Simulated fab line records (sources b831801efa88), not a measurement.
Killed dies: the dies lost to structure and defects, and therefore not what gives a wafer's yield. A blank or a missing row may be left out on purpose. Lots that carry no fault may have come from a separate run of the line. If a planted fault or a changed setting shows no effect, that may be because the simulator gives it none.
fab line records + flow gf180mcu + part 2 of 2: steps 30 to 42 of 42
[record]
- lots = 5
- wafers = 15
- lastDay = 34
route steps=602 shown VT_IMPLANT@110 MVSD@136 NWELL@137 LVPWELL@138 MVPSD@139 DUAL_GATE@141
lots untouched by any fault: they come from a run of this same line in which no faults occurred
startH: the number of hours between the record's first day and the start of the first shown wafer of the lot + waitH: hours from the lot's prior step to this one + " as in the row above + L1.1+2: a row that stands for several wafers + - either no value or no given start + * or withheld: withheld + < > ~ a bound
route shown NAME@n: NAME is a module with steps in the file, n the number in the route of the first one + usual: mean/standard deviation of fault-free wafers + same: alike in all rows + chamber/n: place in a boat + sites: the reading at each site + _std_site: their standard deviation + _edge_site: inner sites' mean taken away from outer sites' mean + radiusMm: how far each site lies from the wafer's centre + mask NAME#n: copy n + behind: the most recent tool/chamber to have shaped the wafer + hold: reason for holding the lot/hours on hold/outcome of the hold + device: the transistor (n, p or np) that didn't switch + end of line: at the end of the route, the tests of the same wafers + for a step that has no rows: nothing shown but its recipe + killed: count of dies lost to structure and defects at first sort (not the wafer's yield) + map: per-die view of a wafer (x killed, . not killed, _ where there is no die)
set.NAME: setting as actually run; set.NAME@STEP: the setting as run at that earlier step + model.NAME: the simulator's own value behind a step, which no gauge read
certain route steps with their lots: each step a table, each wafer a row
services: from which hour (startH, from the record's first day; less than 0 if before it) a tool's chamber was out of use, for how many hours, and why
[[steps]]
[step GF_VT_IMPLANT_RS_MEAS_49]
[recipe]
- thkMeasGauge = four-point-probe
[usual]
- MVPSD_RS = 1170.2/2.4
| lot.wafer | tool         | chamber | startH | waitH | MVPSD_RS[ohm/sq] |
|-----------|--------------|---------|--------|-------|------------------|
| L077.1    | filmMetro-03 | -       | 181.25 | 0.1   | 1164.5           |
| L077.3    | "            | -       | "      | "     | 1168.9           |
| L077.4    | "            | -       | "      | "     | 1168.0           |
| L079.2    | filmMetro-02 | -       | 191.03 | 0.1   | 1172.8           |
| L079.3    | "            | -       | "      | "     | 1170.8           |
| L079.5    | "            | -       | "      | "     | 1171.3           |
| L085.2    | filmMetro-03 | -       | 236.22 | 0.1   | 1169.2           |
| L085.5    | "            | -       | "      | "     | 1167.1           |
| L085.6    | "            | -       | "      | "     | 1170.6           |
| L086.2    | filmMetro-01 | -       | 253.63 | 0.1   | 1171.2           |
| L086.3    | "            | -       | "      | "     | 1168.7           |
| L086.5    | "            | -       | "      | "     | 1170.0           |
| L094.3    | filmMetro-03 | -       | 294.69 | 0.1   | 1169.1           |
| L094.4    | "            | -       | "      | "     | 1170.4           |
| L094.5    | "            | -       | "      | "     | 1168.4           |
[step GF_VT_IMPLANT_WET_ETCH_50]
[recipe]
- chemistry = dHF
- targetDepthNm = 20
- target = SiO2
- tempC = 25
- dilution = 100:1
- timeS = 400
| lot.wafer  | tool        | chamber | startH | waitH |
|------------|-------------|---------|--------|-------|
| L077.1+3+4 | wetBench-03 | 2       | 181.37 | 0.1   |
| L079.2+3+5 | wetBench-02 | 3       | 191.13 | 0.1   |
| L085.2+5+6 | wetBench-02 | 1       | 236.32 | 0.1   |
| L086.2+3+5 | wetBench-04 | 1       | 253.73 | 0.1   |
| L094.3+4+5 | wetBench-02 | 1       | 294.77 | 0.1   |
[step GF_DUAL_GATE_CLEAN_00]
[recipe]
- chemistry = SC1/SC2
- mix = 1:4:20
- tempC = 70
- timeS = 150
| lot.wafer  | tool        | chamber | startH | waitH |
|------------|-------------|---------|--------|-------|
| L077.1+3+4 | wetBench-02 | 2       | 181.49 | 0.0   |
| L079.2+3+5 | wetBench-03 | 1       | 191.25 | 0.0   |
| L085.2+5+6 | wetBench-03 | 0       | 236.44 | 0.0   |
| L086.2+3+5 | wetBench-03 | 1       | 253.85 | 0.0   |
| L094.3+4+5 | wetBench-03 | 2       | 294.89 | 0.0   |
[step GF_DUAL_GATE_CLEAN_01]
[recipe]
- chemistry = dHF
- timeS = 20
- dilution = 100:1
- dry = ipaMarangoni
| lot.wafer  | tool        | chamber | startH | waitH |
|------------|-------------|---------|--------|-------|
| L077.1+3+4 | wetBench-03 | 3       | 181.54 | 0.0   |
| L079.2+3+5 | wetBench-02 | 0       | 191.30 | 0.0   |
| L085.2+5+6 | wetBench-04 | 1       | 236.49 | 0.0   |
| L086.2+3+5 | wetBench-04 | 0       | 253.90 | 0.0   |
| L094.3+4+5 | wetBench-04 | 3       | 294.94 | 0.0   |
[step GF_DUAL_GATE_OXIDATION_02]
[recipe]
- tempC = 900
- ambient = O2
- stabiliseS = 600
- purgeS = 300
- targetThkA = 108.87
- oxTimeS = 1602
| lot.wafer  | tool       | chamber | startH | waitH |
|------------|------------|---------|--------|-------|
| L077.1+3+4 | furnace-02 | 0       | 181.56 | 0.0   |
| L079.2+3+5 | furnace-01 | 0       | 191.46 | 0.1   |
| L085.2+5+6 | furnace-02 | 0       | 236.51 | 0.0   |
| L086.2+3+5 | furnace-01 | 0       | 253.91 | 0.0   |
| L094.3+4+5 | furnace-01 | 0       | 294.96 | 0.0   |
[step GF_DUAL_GATE_THK_MEAS_03]
[recipe]
- reads = SiO2_of_DUAL_GATE_OXIDATION_02
[usual]
- DUAL_GATE_OXIDATION_00_THK = 10.85/0.18
| lot.wafer | tool         | chamber | startH | waitH | DUAL_GATE_OXIDATION_00_THK[nm] |
|-----------|--------------|---------|--------|-------|--------------------------------|
| L077.1    | filmMetro-02 | -       | 183.00 | 0.0   | 10.92                          |
| L077.3    | "            | -       | "      | "     | 10.83                          |
| L077.4    | "            | -       | "      | "     | 10.91                          |
| L079.2    | filmMetro-01 | -       | 192.92 | 0.0   | 10.81                          |
| L079.3    | "            | -       | "      | "     | 10.64                          |
| L079.5    | "            | -       | "      | "     | 10.85                          |
| L085.2    | filmMetro-04 | -       | 237.97 | 0.0   | 10.60                          |
| L085.5    | "            | -       | "      | "     | 10.73                          |
| L085.6    | "            | -       | "      | "     | 10.67                          |
| L086.2    | filmMetro-01 | -       | 255.37 | 0.0   | 10.66                          |
| L086.3    | "            | -       | "      | "     | 10.97                          |
| L086.5    | "            | -       | "      | "     | 10.65                          |
| L094.3    | filmMetro-04 | -       | 296.42 | 0.0   | 10.55                          |
| L094.4    | "            | -       | "      | "     | 10.67                          |
| L094.5    | "            | -       | "      | "     | 10.59                          |
[step GF_DUAL_GATE_DEHYDRATE_04]
[recipe]
- tempC = 200
- timeS = 60
| lot.wafer  | tool          | chamber | startH | waitH |
|------------|---------------|---------|--------|-------|
| L077.1+3+4 | lithoTrack-03 | 0       | 191.33 | 8.3   |
| L079.2+3+5 | lithoTrack-03 | 0       | 200.46 | 7.5   |
| L085.2+5+6 | lithoTrack-01 | 0       | 246.63 | 8.6   |
| L086.2+3+5 | lithoTrack-03 | 0       | 264.21 | 8.8   |
| L094.3+4+5 | lithoTrack-01 | 0       | 306.10 | 9.7   |
[step GF_DUAL_GATE_HMDS_05]
[recipe]
- primeTimeS = 60
- primeTempC = 120
| lot.wafer  | tool          | chamber | startH | waitH |
|------------|---------------|---------|--------|-------|
| L077.1+3+4 | lithoTrack-03 | 0       | 191.48 | 0.1   |
| L079.2+3+5 | lithoTrack-03 | 0       | 200.61 | 0.1   |
| L085.2+5+6 | lithoTrack-01 | 0       | 246.78 | 0.1   |
| L086.2+3+5 | lithoTrack-03 | 0       | 264.36 | 0.1   |
| L094.3+4+5 | lithoTrack-01 | 0       | 306.25 | 0.1   |
[step GF_DUAL_GATE_COAT_06]
[recipe]
- resist = NOVOLAK
- spinRpm = 3000
- resistThkNm = 1000
| lot.wafer  | tool          | chamber | startH | waitH |
|------------|---------------|---------|--------|-------|
| L077.1+3+4 | lithoTrack-03 | 0       | 191.63 | 0.1   |
| L079.2+3+5 | lithoTrack-03 | 0       | 200.76 | 0.1   |
| L085.2+5+6 | lithoTrack-01 | 0       | 246.93 | 0.1   |
| L086.2+3+5 | lithoTrack-03 | 0       | 264.51 | 0.1   |
| L094.3+4+5 | lithoTrack-01 | 0       | 306.40 | 0.1   |
[step GF_DUAL_GATE_SOFTBAKE_07]
[recipe]
- tempC = 90
- timeS = 62.44
- resist = NOVOLAK
[usual]
- plateSensorTCentreC = 90.758/0.01
- plateSensorTEdgeC = 90.830/0.01
- softbakeTempC = 90.01/0.14
| lot.wafer | tool          | chamber | startH | waitH | plateSensorTCentreC | plateSensorTEdgeC | softbakeTempC |
|-----------|---------------|---------|--------|-------|---------------------|-------------------|---------------|
| L077.1    | lithoTrack-03 | 0       | 191.78 | 0.1   | 90.757              | 90.826            | 90.39         |
| L077.3    | "             | 0       | "      | "     | 90.755              | 90.829            | 90.10         |
| L077.4    | "             | 0       | "      | "     | 90.762              | 90.820            | 90.18         |
| L079.2    | lithoTrack-03 | 0       | 200.91 | 0.1   | 90.762              | 90.825            | 90.00         |
| L079.3    | "             | 0       | "      | "     | 90.768              | 90.820            | 90.01         |
| L079.5    | "             | 0       | "      | "     | 90.757              | 90.826            | 90.15         |
| L085.2    | lithoTrack-01 | 0       | 247.08 | 0.1   | 90.776              | 90.833            | 90.16         |
| L085.5    | "             | 0       | "      | "     | 90.754              | 90.824            | 90.11         |
| L085.6    | "             | 0       | "      | "     | 90.743              | 90.818            | 90.21         |
| L086.2    | lithoTrack-03 | 0       | 264.66 | 0.1   | 90.746              | 90.825            | 90.23         |
| L086.3    | "             | 0       | "      | "     | 90.750              | 90.839            | 90.07         |
| L086.5    | "             | 0       | "      | "     | 90.762              | 90.824            | 90.03         |
| L094.3    | lithoTrack-01 | 0       | 306.55 | 0.1   | 90.782              | 90.815            | 90.05         |
| L094.4    | "             | 0       | "      | "     | 90.743              | 90.834            | 90.29         |
| L094.5    | "             | 0       | "      | "     | 90.743              | 90.832            | 90.03         |
[step GF_DUAL_GATE_EXPOSE_08]
[recipe]
- maskId = Dualgate
- targetCdNm = 700
- na = 0.6
- sourceShape = conventional
- sigmaOuter = 0.6
- doseMj = 140
[usual]
- reticleTempC = 23.01/0.093
| lot.wafer | tool            | chamber | startH | waitH | mask       | reticleTempC |
|-----------|-----------------|---------|--------|-------|------------|--------------|
| L077.1    | ilineStepper-02 | 0       | -      | -     | Dualgate#0 | 22.90        |
| L077.3    | "               | 0       | "      | "     | Dualgate#0 | 23.03        |
| L077.4    | "               | 0       | "      | "     | Dualgate#0 | 23.20        |
| L079.2    | ilineStepper-01 | 0       | -      | -     | Dualgate#0 | 22.91        |
| L079.3    | "               | 0       | "      | "     | Dualgate#0 | 22.94        |
| L079.5    | "               | 0       | "      | "     | Dualgate#0 | 22.97        |
| L085.2    | ilineStepper-02 | 0       | -      | -     | Dualgate#0 | 22.95        |
| L085.5    | "               | 0       | "      | "     | Dualgate#0 | 22.94        |
| L085.6    | "               | 0       | "      | "     | Dualgate#0 | 22.90        |
| L086.2    | ilineStepper-01 | 0       | -      | -     | Dualgate#0 | 22.93        |
| L086.3    | "               | 0       | "      | "     | Dualgate#0 | 22.95        |
| L086.5    | "               | 0       | "      | "     | Dualgate#0 | 23.06        |
| L094.3    | ilineStepper-01 | 0       | -      | -     | Dualgate#0 | 22.97        |
| L094.4    | "               | 0       | "      | "     | Dualgate#0 | 23.32        |
| L094.5    | "               | 0       | "      | "     | Dualgate#0 | 23.05        |
[step GF_DUAL_GATE_PEB_09]
[recipe]
- tempC = withheld
- timeS = *
- resist = NOVOLAK
| lot.wafer  | tool          | chamber | startH | waitH |
|------------|---------------|---------|--------|-------|
| L077.1+3+4 | lithoTrack-03 | 0       | -      | -     |
| L079.2+3+5 | lithoTrack-03 | 0       | -      | -     |
| L085.2+5+6 | lithoTrack-01 | 0       | -      | -     |
| L086.2+3+5 | lithoTrack-04 | 0       | -      | -     |
| L094.3+4+5 | lithoTrack-03 | 0       | -      | -     |
[step GF_DUAL_GATE_DEVELOP_10]
[recipe]
- developTimeS = 60
- devTempC = 23
| lot.wafer  | tool          | chamber | startH | waitH |
|------------|---------------|---------|--------|-------|
| L077.1+3+4 | lithoTrack-03 | 0       | 199.53 | 0.1   |
| L079.2+3+5 | lithoTrack-03 | 0       | 209.81 | 0.1   |
| L085.2+5+6 | lithoTrack-01 | 0       | 256.83 | 0.1   |
| L086.2+3+5 | lithoTrack-04 | 0       | 274.42 | 0.1   |
| L094.3+4+5 | lithoTrack-03 | 0       | 316.93 | 0.1   |
[[services]]
| tool            | chamber | startH | hours | kind   |
|-----------------|---------|--------|-------|--------|
| ilineStepper-02 | -       | 124.06 | 1.4   | repair |
| furnace-02      | -       | 139.01 | 3.4   | pm     |
| wetBench-03     | -       | 148.71 | 1.1   | repair |
| implanter-02    | -       | 150.90 | 3.8   | pm     |
| ilineStepper-01 | -       | 153.27 | 11.3  | repair |
| ilineStepper-02 | -       | 168.38 | 2.1   | pm     |
| wetBench-04     | -       | 170.01 | 1.2   | repair |
| furnace-02      | -       | 176.52 | 2.4   | pm     |
| implanter-04    | -       | 207.21 | 4.0   | pm     |
| furnace-01      | -       | 212.77 | 4.8   | pm     |
| wetBench-03     | -       | 216.07 | 0.5   | repair |
| ilineStepper-01 | -       | 216.40 | 1.7   | pm     |
| implanter-04    | -       | 222.26 | 1.4   | repair |
| wetBench-04     | -       | 225.96 | 6.7   | repair |
| ilineStepper-02 | -       | 253.57 | 1.7   | pm     |
| implanter-04    | -       | 255.36 | 1.5   | repair |
| implanter-04    | -       | 263.79 | 0.6   | repair |
| furnace-01      | -       | 272.76 | 4.5   | pm     |
| implanter-01    | -       | 278.70 | 2.4   | pm     |
| plasmaAsher-03  | -       | 281.21 | 1.2   | repair |
| plasmaAsher-04  | -       | 296.57 | 4.1   | repair |
| implanter-02    | -       | 307.29 | 0.6   | repair |
| furnace-02      | -       | 307.93 | 4.5   | pm     |
| plasmaAsher-03  | -       | 316.08 | 0.3   | repair |
